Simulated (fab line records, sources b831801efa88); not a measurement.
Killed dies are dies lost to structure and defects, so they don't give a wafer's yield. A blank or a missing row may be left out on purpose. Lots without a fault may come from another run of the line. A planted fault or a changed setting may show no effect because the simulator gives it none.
A struck lot beside a sound one | flow gf180mcu | 18 steps out of a route of 602
Sound: wafers L303.1, L303.4, L303.5. Struck: wafers L310.1, L310.6. The cause comes at the end.
At each step with rows: each side's tool, then ch and its chambers, then its first start. Under that, the readings that differ: sound wafers | struck wafers | difference of the means | sigmas: that difference in standard deviations of wafers without a fault.
alike: readings whose means differ by less than 2 such deviations, and words and numbers that are the same on both sides. not compared: withheld readings, readings that some wafer has no value for, bounds like >300 that may hide the same value, and numbers for which the record gives no deviation and whose values overlap.
The two part at a step that has a row with sigmas, a row that says differs or no value, or rows on one side only. Numbers that don't overlap but have no deviation are shown without sigmas and don't part them. A reading that every wafer of one side lacks parts them only if that side has two wafers or more.

first, 3 steps without rows for these wafers: GF_V3_EXPOSE_11 (exposes mask Via3, target cd 260 nm); GF_V3_PEB_12 (peb time 90 s); GF_V3_DEVELOP_13 (develop time 60 s).
GF_V3_CD_MEAS_14: target cd 260 nm.
  sound on cd_sem-02, day 23 11:02; struck on cd_sem-01, day 25 06:05
  alike: cd_nm
GF_V3_OVL_MEAS_15:
  sound on overlay-02, day 23 11:09; struck on overlay-01, day 25 06:13
  alike: V3_OVL
GF_V3_ETCH_16: etches BARC in N2/H2.
  sound on rie_diel-01 ch 0,1,3, day 23 11:11; struck on rie_diel-01 ch 0,3, day 25 06:15
  alike: drypump_motor_current_A, oes_product_au, throttle_valve_pct
GF_V3_ETCH_17: etches SiO2 in C4F8/O2/Ar, stops on TiN, target depth 635 nm.
  sound on rie_diel-01 ch 0,1,3; struck on rie_diel-01 ch 0,3
  alike: oes_product_au
GF_V3_STRIP_18: strips in O2/N2.
  sound on plasma_asher-03 ch 0,1, day 23 11:19; struck on plasma_asher-03 ch 0, day 25 06:23
  alike: drypump_motor_current_A, heater_power_w, oes_product_au
  not compared: rf_hours_counter_h
then, 2 steps without rows for these wafers: GF_V3_STRIP_19 (strips in post etch residue remover, time 1200 s); GF_V3_CLEAN_20 (cleans in DIW).
GF_V3_SPUTTER_21: material Ti, target thk 15 nm, time 80.02 s.
  sound on pvd_sputter-03, day 23 11:51; struck on pvd_sputter-02, day 25 06:55
  alike: cathode_dc_power_W, throttle_valve_pct
then, 1 step without rows for these wafers: GF_V3_SPUTTER_22 (material TiN, target thk 10 nm, time 40 s).
GF_V3_CVD_23: deposits W, target thk 350 nm, time 104.9 s.
  sound on cvd_w-02 ch 0,1, day 23 11:57; struck on cvd_w-02 ch 0, day 25 07:01
  reading                          | sound             | struck      | difference | sigmas
  model.W_of_V3_CVD_23.thk_nm (nm) | 348.5 347.8 350.2 | 669.2 667.3 | +319.4     |
  alike: heater_power_outer_w, heater_power_w
  not compared: since_wet_clean_h
GF_V3_RS_MEAS_24: measures by four-point-probe.
  sound on film_metro-04, day 23 12:04; struck on film_metro-01, day 25 07:25
  reading          | sound             | struck      | difference | sigmas
  V3_W_RS (ohm/sq) | 0.329 0.329 0.327 | 0.170 0.171 | -0.158     | -51
  not compared: hold
GF_V3_THK_MEAS_25: measures by xrf.
  sound on film_metro-04, day 23 12:11; struck on film_metro-01, day 25 11:07
  reading       | sound       | struck | difference                    | sigmas
  V3_W_THK (nm) | 356 356 359 | - -    | no value on the struck wafers |
  not compared: hold
GF_V3_CMP_26: polishes, stops on SiO2, t overpolish 15 s, target thk 0 nm.
  sound on cmp-02 ch 1,2, day 23 12:14; struck on cmp-01 ch 2,3, day 25 19:50
  reading                | sound          | struck                                            | difference                   | sigmas
  hold                   | - - -          | await_dispo/8.4h/release await_dispo/8.4h/release | no value on the sound wafers |
  time_to_endpoint_s (s) | 86.4 84.8 86.7 | 159.7 157.5                                       | +72.6                        | +29
  alike: edge_zone_pressure_frac, motor_current_A, retaining_ring_pressure_frac, slurry_filter_dp_kPa
GF_M4_SPUTTER_00: material Ti, target thk 37.5 nm, time 150 s.
  sound on pvd_sputter-01, day 23 12:32; struck on pvd_sputter-02, day 25 19:59
  alike: cathode_dc_power_W, throttle_valve_pct
then, 1 step without rows for these wafers: GF_PASSIVATION_PROBE_99.

WHERE THEY PART
First at GF_V3_RS_MEAS_24; last, within this record, at GF_V3_CMP_26. Later steps at which nothing parts them and some readings are alike: GF_M4_SPUTTER_00.

WHY: what the simulator had put in
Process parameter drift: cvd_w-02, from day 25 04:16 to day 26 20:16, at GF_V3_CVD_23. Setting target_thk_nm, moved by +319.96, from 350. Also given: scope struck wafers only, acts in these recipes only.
